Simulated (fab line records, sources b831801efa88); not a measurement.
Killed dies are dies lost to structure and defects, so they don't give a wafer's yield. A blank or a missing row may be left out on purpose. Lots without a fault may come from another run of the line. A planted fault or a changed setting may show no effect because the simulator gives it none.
Chamber matching | flow gf180mcu | GF_STI_ETCH_14 on rie_si-01: 4 sister chambers
The step etches Si in HBr/Cl2/O2, target depth 360 nm, time 102.9 s. 4 wafers are shown with their chamber, then 9 later ones without.

WAFERS WITH THEIR CHAMBER
wafer  | chamber | drypump_motor_current_A (A)
L197.5 | 3       | 6.0
L210.2 | 0       | 5.5
L210.5 | 1       | 6.0
L210.6 | 2       | 4.9

WAFERS WITHOUT THEIR CHAMBER
wafer  | drypump_motor_current_A (A)
L211.3 | 6.0
L211.4 | 6.0
L211.6 | 6.0
L212.2 | 6.0
L212.3 | 5.0
L212.6 | 6.0
L213.1 | 4.9
L213.4 | 5.5
L213.5 | 4.9

WHICH CHAMBER EACH WENT THROUGH
wafer  | from the rows above     | in truth
L211.3 | can't be placed: 1 or 3 | 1
L211.4 | can't be placed: 1 or 3 | 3
L211.6 | can't be placed: 1 or 3 | 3
L212.2 | can't be placed: 1 or 3 | 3
L212.3 | 2                       | 2
L212.6 | can't be placed: 1 or 3 | 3
L213.1 | 2                       | 2
L213.4 | 0                       | 0
L213.5 | 2                       | 2
Placed correctly: 4 of 9. Can't be placed from these rows: 5 (the true chamber is among the candidates in 5). Placed wrongly: 0.
How it was worked out, from the rows above alone: a wafer's distance from a chamber is the root of the sum, over the readings, of the square of ((its reading less the chamber's mean) divided by the reading's scatter). The wafer belongs to the nearest chamber; if the next one is less than 2 further off, it can't be placed. A chamber's mean is the mean of its shown wafers. The scatter: with one shown wafer a chamber, the root of the mean of the squares of how far each hidden wafer lies from its nearest shown one.
